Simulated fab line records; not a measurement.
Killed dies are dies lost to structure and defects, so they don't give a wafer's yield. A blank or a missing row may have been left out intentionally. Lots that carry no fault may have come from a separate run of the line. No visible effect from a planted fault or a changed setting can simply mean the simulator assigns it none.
Matching of chambers ; flow sky130 ; SKY_CONTACT_CMP_04 on cmp-02: 4 sister chambers
The step polishes SiO2. 4 wafers are shown with their chamber, then 8 later ones without.

== WAFERS, EACH WITH ITS CHAMBER ==
wafer;chamber;motor_current_A (A)
L722.2;3;11.8
L728.3;1;12.3
L728.4;0;9.1
L729.1;2;11.5

== WAFERS MISSING THEIR CHAMBER ==
wafer;motor_current_A (A)
L729.2;13.2
L729.4;9.2
L734.2;11.4
L734.4;9.2
L734.5;9.2
L745.1;13.3
L745.3;12.0
L745.5;11.9

== THE CHAMBER EACH PASSED THROUGH ==
wafer;from the rows above;in truth
L729.2;can't be placed: 1 or 3 or 2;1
L729.4;0;0
L734.2;can't be placed: 2 or 3 or 1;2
L734.4;0;0
L734.5;0;0
L745.1;can't be placed: 1 or 3 or 2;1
L745.3;can't be placed: 3 or 1 or 2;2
L745.5;can't be placed: 3 or 1 or 2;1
Placed correctly: 3 of 8. Not placeable from these rows: 5 (in 5, the candidates include the true chamber). Placed wrongly: 0.
How it was worked out, from the rows above alone: a wafer's distance from a chamber is the root of the sum, over the readings, of the square of ((its reading less the chamber's mean) divided by the reading's scatter). The wafer belongs to the nearest chamber; if the next one is less than 2 further off, it can't be placed. Each chamber's mean is taken over the wafers shown for it. The scatter: with one shown wafer a chamber, the root of the mean of the squares of how far each hidden wafer lies from its nearest shown one.
